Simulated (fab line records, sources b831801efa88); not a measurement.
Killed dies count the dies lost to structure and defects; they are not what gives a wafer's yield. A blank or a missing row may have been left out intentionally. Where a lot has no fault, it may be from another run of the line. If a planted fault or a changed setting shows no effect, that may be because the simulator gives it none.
8D (eight disciplines) problem report, filled in by code | flow sky130 | the parts of the form that need people (team, actions taken, sign-off) are left out

1. PROBLEM STATEMENT
A mean of 0.921 a.u. is read at SKY_LI_CONTACT_ETCH_15 for oesProductAu, taken on 1 wafer of 1 lot, against 0.837 a.u. (standard deviation 0.0053) on wafers free of any fault. Measured from the usual mean, that is +16 standard deviations.
The step: etches PSG in C4F8/O2/Ar, stops on Si, target depth 600 nm.
The first sign was on wafer L778.6 at day 32 18:31, on rieDiel-04. The record holds 36 wafers of 12 lots with a number at this step. The rule behind "out" and "out of limits": a value lying over 4 standard deviations away from the usual mean. The other wafers with a number count as sound.

2. WHAT IT IS, WHAT IT ISN'T
question                    | is                | is not
which readings at this step | oesProductAu      | -
which lots                  | L778              | L767, L769, L770, L771, L772, L782, L784, L786, L788, L789, L790
which wafers of those lots  | L778.6            | L778.1, L778.2
read on which tools         | rieDiel-04        | rieDiel-01, rieDiel-03
when                        | from day 32 18:31 | up to then (17 sound wafers); but 18 sound wafers of L782, L784, L786, L788, L789, L790 came after

3. THE SUSPECTS, EACH WITH WHAT RULES IT OUT
Counting: a tool at a process step up to the reading stays a suspect if it ran every lot that is out. Sound lots after the first of them don't rule it out here, since some wafers of a struck lot are sound.
- cmp-02 at SKY_LI_CONTACT_CMP_02 (polishes PSG): kept. It ran the lot that is out, L778 (day 31 15:10); its last sound lot up to then is L771 (day 29 09:52).
- rieDiel-04 at SKY_LI_CONTACT_ETCH_15 (etches PSG in C4F8/O2/Ar, stops on Si, target depth 600 nm): kept. It ran the lot that is out, L778 (day 32 18:31); its last sound lot up to then is L771 (day 30 14:20). On those wafers its own readings are out: oesProductAu.
- In cmp-02 at SKY_LI_CONTACT_CMP_02, the wafers that are out were processed in chamber 0 and their sound lot-mates in chambers 1, 2.
The count leaves rieDiel-04 at SKY_LI_CONTACT_ETCH_15 and cmp-02 at SKY_LI_CONTACT_CMP_02.

4. THE CAUSE (what the simulator had put in)
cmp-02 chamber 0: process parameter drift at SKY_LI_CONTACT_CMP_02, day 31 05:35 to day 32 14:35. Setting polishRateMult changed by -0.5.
Counting leaves 2 suspects; this tool is one of them.

5. THE CHAIN OF EFFECTS, in route order
One row per reading whose mean, taken over the struck wafers that have a number, lies over 3 standard deviations from the usual. Only readings for which the record gives a usual standard deviation are gone through. hours: the time from each lot's start at the first step in this table that gives one to its start at this step, as a median over the lots. sigmas: the change in usual standard deviations.
hours | step                   | reading         | usual      | on struck wafers | change | sigmas
0     | SKY_LI_CONTACT_CMP_02  | timeToEndpointS | 32.6 s     | 42.2             | +9.6   | +3.6
27    | SKY_LI_CONTACT_ETCH_15 | oesProductAu    | 0.837 a.u. | 0.921            | +0.084 | +16
Here are the process steps it includes:
- SKY_LI_CONTACT_CMP_02: polishes PSG.
- SKY_LI_CONTACT_ETCH_15: etches PSG in C4F8/O2/Ar, stops on Si, target depth 600 nm.

6. HOW IT WOULD HAVE BEEN CAUGHT EARLIER
The fault began at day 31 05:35; the first out-of-limits reading in this record came at day 32 18:31, 37 hours later.
No tool reading at SKY_LI_CONTACT_CMP_02 that has a usual standard deviation in the record was out on any struck wafer, so an alarm limit of 4 standard deviations on those readings would not have fired.
Lots out: 1; all had begun SKY_LI_CONTACT_CMP_02 on cmp-02 by day 32 18:31. Tool hold at that time: it would have spared none of them.
